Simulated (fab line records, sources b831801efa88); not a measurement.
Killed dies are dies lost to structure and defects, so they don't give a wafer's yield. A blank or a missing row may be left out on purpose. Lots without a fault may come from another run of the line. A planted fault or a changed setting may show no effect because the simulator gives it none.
Which tool did it? | flow gf180mcu | 24 lots, 72 wafers sampled, at 5 steps of a route of 602

WHAT THE GAUGES READ, wafer by wafer
GF_V4_THK_MEAS_01.
lot  | measured     | on            | V4_CVD_00_THK (nm)
L074 | day 23 15:41 | film_metro-03 | 607 606 586
L075 | day 24 08:00 | film_metro-01 | 595 608 600
L076 | day 24 13:14 | film_metro-03 | 604 615 605
L077 | day 24 23:02 | film_metro-04 | 607 582 600
L078 | day 25 05:20 | film_metro-01 | 598 590 604
L079 | day 25 18:14 | film_metro-03 | 592 604 595
L080 | day 25 21:40 | film_metro-01 | 600 598 605
L081 | day 26 16:08 | film_metro-04 | 611 598 594
L082 | day 26 22:13 | film_metro-01 | 599 596 611
L083 | day 27 00:31 | film_metro-01 | 589 600 610
L084 | day 27 09:28 | film_metro-04 | 606 598 608
L085 | day 27 11:52 | film_metro-01 | 593 593 598
L086 | day 27 23:11 | film_metro-01 | 608 605 602
L087 | day 28 07:45 | film_metro-01 | 607 611 582
L088 | day 28 17:19 | film_metro-03 | 606 596 613
L089 | day 28 19:23 | film_metro-04 | 601 600 601
L090 | day 29 02:53 | film_metro-04 | 603 610 604
L091 | day 29 07:48 | film_metro-04 | 608 591 588
L092 | day 29 19:43 | film_metro-03 | 602 600 605
L093 | day 29 21:01 | film_metro-04 | 590 601 600
L094 | day 30 02:56 | film_metro-01 | 609 592 588
L095 | day 30 13:05 | film_metro-04 | 585 606 604
L096 | day 30 15:07 | film_metro-01 | 602 599 585
L097 | day 30 20:49 | film_metro-04 | 614 618 600

GF_V4_OVL_MEAS_15.
lot  | measured     | on         | V4_OVL (nm)
L074 | day 24 15:03 | overlay-02 | 4 2 4
L075 | day 25 06:33 | overlay-02 | 3 1 4
L076 | day 25 12:26 | overlay-02 | 10 8 8
L077 | day 25 21:15 | overlay-02 | 8 9 11
L078 | day 26 03:21 | overlay-01 | 3 -4 -1
L079 | day 26 16:04 | overlay-02 | -7 -9 -7
L080 | day 26 19:45 | overlay-01 | 9 4 5
L081 | day 27 13:33 | overlay-02 | 5 4 7
L082 | day 27 19:34 | overlay-01 | -2 -2 -4
L083 | day 27 21:30 | overlay-01 | 4 2 10
L084 | day 28 05:46 | overlay-02 | 0 5 -4
L085 | day 28 08:43 | overlay-01 | 1 3 5
L086 | day 28 18:57 | overlay-01 | -4 -2 -3
L087 | day 29 03:57 | overlay-02 | 6 0 5
L088 | day 29 13:27 | overlay-02 | 2 7 -2
L089 | day 29 14:35 | overlay-02 | 2 -6 4
L090 | day 29 22:35 | overlay-01 | -2 5 -4
L091 | day 30 03:24 | overlay-02 | -3 6 0
L092 | day 30 14:36 | overlay-02 | 1 4 1
L093 | day 30 16:18 | overlay-01 | 13 7 12
L094 | day 30 22:32 | overlay-01 | 1 -1 1
L095 | day 31 08:03 | overlay-01 | 1 10 6
L096 | day 31 09:35 | overlay-02 | -12 -1 -9
L097 | day 31 15:15 | overlay-02 | -1 -3 -7

WHICH TOOL RAN EACH LOT (tool, then ch and the chambers of the sampled wafers, then the start)
lot  | GF_CONTACT_CMP_04             | GF_M3_SPUTTER_04             | GF_M4_SPUTTER_03
L074 | cmp-01 ch 1,3, day 15 03:50   | pvd_sputter-02, day 20 12:23 | pvd_sputter-03, day 22 15:47
L075 | cmp-02 ch 0,1, day 15 21:13   | pvd_sputter-02, day 21 05:46 | pvd_sputter-03, day 23 08:30
L076 | cmp-01 ch 0,1, day 16 01:31   | pvd_sputter-02, day 21 11:36 | pvd_sputter-02, day 23 13:59
L077 | cmp-02 ch 0,2,3, day 16 13:22 | pvd_sputter-04, day 21 21:52 | pvd_sputter-04, day 23 23:42
L078 | cmp-02 ch 0,1,3, day 16 18:51 | pvd_sputter-04, day 22 04:16 | pvd_sputter-04, day 24 06:24
L079 | cmp-02 ch 0,3, day 17 09:29   | pvd_sputter-04, day 22 19:41 | pvd_sputter-04, day 24 19:26
L080 | cmp-01 ch 1,2,3, day 17 13:41 | pvd_sputter-02, day 22 22:32 | pvd_sputter-03, day 24 23:17
L081 | cmp-01 ch 1,2,3, day 18 10:38 | pvd_sputter-02, day 23 19:16 | pvd_sputter-04, day 25 18:03
L082 | cmp-01 ch 2,3, day 18 18:14   | pvd_sputter-04, day 24 01:20 | pvd_sputter-04, day 26 00:07
L083 | cmp-02 ch 2,3, day 18 18:28   | pvd_sputter-02, day 24 03:22 | pvd_sputter-03, day 26 01:42
L084 | cmp-02 ch 1,2,3, day 19 03:34 | pvd_sputter-01, day 24 13:40 | pvd_sputter-03, day 26 12:08
L085 | cmp-02 ch 2,3, day 19 09:05   | pvd_sputter-01, day 24 15:38 | pvd_sputter-04, day 26 14:15
L086 | cmp-02 ch 2,3, day 20 00:18   | pvd_sputter-01, day 25 04:10 | pvd_sputter-04, day 27 01:41
L087 | cmp-01 ch 0,2,3, day 20 09:11 | pvd_sputter-04, day 25 13:13 | pvd_sputter-04, day 27 11:15
L088 | cmp-02 ch 1,2,3, day 20 17:33 | pvd_sputter-02, day 25 20:49 | pvd_sputter-04, day 27 20:42
L089 | cmp-01 ch 0,1,3, day 20 22:21 | pvd_sputter-04, day 26 01:25 | pvd_sputter-04, day 27 22:19
L090 | cmp-02 ch 1,2,3, day 21 09:05 | pvd_sputter-01, day 26 10:25 | pvd_sputter-04, day 28 06:13
L091 | cmp-02 ch 0,1,3, day 21 14:35 | pvd_sputter-01, day 26 15:38 | pvd_sputter-03, day 28 11:08
L092 | cmp-02 ch 1,3, day 22 04:29   | pvd_sputter-02, day 27 02:39 | pvd_sputter-02, day 28 23:25
L093 | cmp-01 ch 2,3, day 22 08:41   | pvd_sputter-04, day 27 06:34 | pvd_sputter-02, day 29 01:16
L094 | cmp-02 ch 1,2, day 22 15:42   | pvd_sputter-01, day 27 13:00 | pvd_sputter-02, day 29 07:04
L095 | cmp-01 ch 0,2,3, day 23 04:55 | pvd_sputter-01, day 27 23:44 | pvd_sputter-03, day 29 17:25
L096 | cmp-02 ch 0,1,3, day 23 06:28 | pvd_sputter-02, day 28 02:10 | pvd_sputter-04, day 29 20:00
L097 | cmp-01 ch 0,1,3, day 23 12:31 | pvd_sputter-04, day 28 07:17 | pvd_sputter-02, day 30 00:53
- GF_CONTACT_CMP_04: polishes SiO2.
- GF_M3_SPUTTER_04: material TiN, target thk 50 nm, time 41.7 s.
- GF_M4_SPUTTER_03: material Ti, target thk 10 nm, time 6.7 s.

WHAT THE TOOLS THEMSELVES READ (means of the sampled wafers that have a number; where no wafer has one, the mark that the record gives instead)
GF_CONTACT_CMP_04.
lot  | tool   | motor_current_A (A) | retaining_ring_pressure_frac | slurry_filter_dp_kPa (kPa) | time_to_endpoint_s (s)
L074 | cmp-01 | 11.2                | 0.994                        | 13.41                      | 115
L075 | cmp-02 | 11.6                | 0.997                        | 13.36                      | 117
L076 | cmp-01 | 13.1                | 0.998                        | 13.57                      | 113
L077 | cmp-02 | 12.9                | 1.004                        | 13.35                      | 112
L078 | cmp-02 | 11.9                | 0.998                        | 13.56                      | 116
L079 | cmp-02 | 13.3                | 1.000                        | 13.53                      | 113
L080 | cmp-01 | 11.9                | 1.002                        | 13.47                      | 108
L081 | cmp-01 | 11.0                | 1.002                        | 13.48                      | 119
L082 | cmp-01 | 11.6                | 1.000                        | 13.64                      | 122
L083 | cmp-02 | 11.4                | 0.995                        | 13.44                      | 119
L084 | cmp-02 | 11.2                | 1.003                        | 13.43                      | 115
L085 | cmp-02 | 11.8                | 1.006                        | 13.58                      | 112
L086 | cmp-02 | 11.8                | 0.997                        | 13.42                      | 110
L087 | cmp-01 | 12.3                | 1.004                        | 13.60                      | 107
L088 | cmp-02 | 11.1                | 1.005                        | 13.52                      | 109
L089 | cmp-01 | 11.9                | 1.000                        | 13.46                      | 116
L090 | cmp-02 | 11.7                | 1.006                        | 13.61                      | 116
L091 | cmp-02 | 12.1                | 0.994                        | 13.57                      | 108
L092 | cmp-02 | 11.2                | 1.002                        | 13.46                      | 116
L093 | cmp-01 | 11.5                | 1.000                        | 13.55                      | 119
L094 | cmp-02 | 11.0                | 0.996                        | 13.49                      | 119
L095 | cmp-01 | 12.3                | 1.002                        | 13.44                      | 117
L096 | cmp-02 | 12.5                | 1.001                        | 13.59                      | 116
L097 | cmp-01 | 11.9                | 1.002                        | 13.64                      | 122

GF_M3_SPUTTER_04.
lot  | tool           | chamber_pressure_pa (Pa) | throttle_valve_pct (%)
L074 | pvd_sputter-02 | 0.3993                   | 29.3
L075 | pvd_sputter-02 | 0.4004                   | 29.1
L076 | pvd_sputter-02 | 0.4002                   | 29.4
L077 | pvd_sputter-04 | 0.3996                   | 30.2
L078 | pvd_sputter-04 | 0.3997                   | 30.6
L079 | pvd_sputter-04 | 0.4002                   | 30.1
L080 | pvd_sputter-02 | 0.3999                   | 28.9
L081 | pvd_sputter-02 | 0.4014                   | 29.6
L082 | pvd_sputter-04 | 0.3999                   | 28.8
L083 | pvd_sputter-02 | 0.4009                   | 29.2
L084 | pvd_sputter-01 | 0.4004                   | 30.6
L085 | pvd_sputter-01 | 0.3993                   | 30.4
L086 | pvd_sputter-01 | 0.4002                   | 30.6
L087 | pvd_sputter-04 | 0.4002                   | 29.8
L088 | pvd_sputter-02 | 0.3992                   | 29.4
L089 | pvd_sputter-04 | 0.4011                   | 29.9
L090 | pvd_sputter-01 | 0.4004                   | 30.1
L091 | pvd_sputter-01 | 0.3994                   | 30.0
L092 | pvd_sputter-02 | 0.3998                   | 29.7
L093 | pvd_sputter-04 | 0.3997                   | 29.9
L094 | pvd_sputter-01 | 0.3999                   | 29.7
L095 | pvd_sputter-01 | 0.4003                   | 30.4
L096 | pvd_sputter-02 | 0.4005                   | 28.7
L097 | pvd_sputter-04 | 0.4006                   | 30.5

GF_M4_SPUTTER_03.
lot  | tool           | chamber_pressure_pa (Pa) | throttle_valve_pct (%)
L074 | pvd_sputter-03 | 0.3007                   | 29.9
L075 | pvd_sputter-03 | 0.2995                   | 29.6
L076 | pvd_sputter-02 | 0.2994                   | 29.5
L077 | pvd_sputter-04 | 0.2998                   | 29.9
L078 | pvd_sputter-04 | 0.3001                   | 29.8
L079 | pvd_sputter-04 | 0.2998                   | 30.2
L080 | pvd_sputter-03 | 0.2994                   | 29.9
L081 | pvd_sputter-04 | 0.3003                   | 29.5
L082 | pvd_sputter-04 | 0.2995                   | 30.7
L083 | pvd_sputter-03 | 0.3000                   | 29.5
L084 | pvd_sputter-03 | 0.2997                   | 29.5
L085 | pvd_sputter-04 | 0.2998                   | 30.5
L086 | pvd_sputter-04 | 0.2999                   | 31.4
L087 | pvd_sputter-04 | 0.3003                   | 29.9
L088 | pvd_sputter-04 | 0.2996                   | 29.8
L089 | pvd_sputter-04 | 0.3003                   | 30.3
L090 | pvd_sputter-04 | 0.2997                   | 29.4
L091 | pvd_sputter-03 | 0.3004                   | 29.5
L092 | pvd_sputter-02 | 0.3002                   | 28.9
L093 | pvd_sputter-02 | 0.3004                   | 29.8
L094 | pvd_sputter-02 | 0.2999                   | 28.8
L095 | pvd_sputter-03 | 0.2994                   | 29.5
L096 | pvd_sputter-04 | 0.3004                   | 31.2
L097 | pvd_sputter-02 | 0.2995                   | 29.6

THE ANSWER, worked out from the rows above alone
Rule: what is usual is taken from the lots themselves. Put in order of their means at a reading, lots are off if they are a third of the lots or fewer, leave a main group of 4 or more, and stand apart from it by a gap of 3 or more times the standard deviation of the main group's means; of several such gaps the widest counts. A main group whose means are all the same, to the digits that the tables above print for the reading, isn't used. A lot without any number at a reading at which 4 lots or more have one is off too. The other lots that the step has rows for count as sound. The gauges are gone through in route order, then the tools' own readings, and for those a lot's mean is taken as printed above. The first step at which some lot is off is used, and at that step the reading that is off furthest; a lot without a number counts as furthest.
No lot is off at any reading shown: from this, nothing can be told.

WHAT THE SIMULATOR HAD PUT IN
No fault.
